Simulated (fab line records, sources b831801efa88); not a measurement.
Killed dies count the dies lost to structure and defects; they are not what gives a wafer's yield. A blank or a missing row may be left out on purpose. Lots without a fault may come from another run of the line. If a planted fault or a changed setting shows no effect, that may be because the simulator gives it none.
Matching of chambers | flow sky130 | rie-diel-04 running SKY_CONTACT_ETCH_16: 4 sister chambers
The step etches BARC in N2/H2, stops on SiO2, time 45.9 s, target depth 60 nm. 4 wafers are shown with their chamber, then 10 later ones without.

WAFERS, EACH WITH ITS CHAMBER
wafer  | chamber | drypump-motor-current-A (A)
L089.2 | 3       | 5.9
L091.3 | 2       | 6.2
L092.1 | 0       | 5.7
L092.3 | 1       | 5.1

WAFERS WITHOUT THEIR CHAMBER
wafer  | drypump-motor-current-A (A)
L092.4 | 6.3
L093.2 | 5.8
L093.5 | 5.8
L093.6 | 5.9
L094.1 | 6.3
L094.4 | 5.7
L094.6 | 5.1
L095.1 | 5.1
L095.2 | 5.7
L095.5 | 5.1

WHICH CHAMBER EACH ONE RAN IN
wafer  | from the rows above     | in truth
L092.4 | 2                       | 2
L093.2 | can't be placed: 0 or 3 | 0
L093.5 | can't be placed: 0 or 3 | 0
L093.6 | 3                       | 3
L094.1 | 2                       | 2
L094.4 | 0                       | 0
L094.6 | 1                       | 1
L095.1 | 1                       | 1
L095.2 | 0                       | 0
L095.5 | 1                       | 1
8 of 10 placed correctly. Can't be placed from these rows: 2 (the true chamber is among the candidates in 2). 0 placed wrongly.
How it was worked out, from the rows above alone: a wafer's distance from a chamber is the root of the sum, over the readings, of the square of ((its reading less the chamber's mean) divided by the reading's scatter). The wafer belongs to the nearest chamber; if the next one is less than 2 further off, it can't be placed. For every chamber, the mean is computed from those of its wafers that are shown. The scatter: root of mean squared gap, hidden wafer to nearest shown wafer, with one shown wafer a chamber.
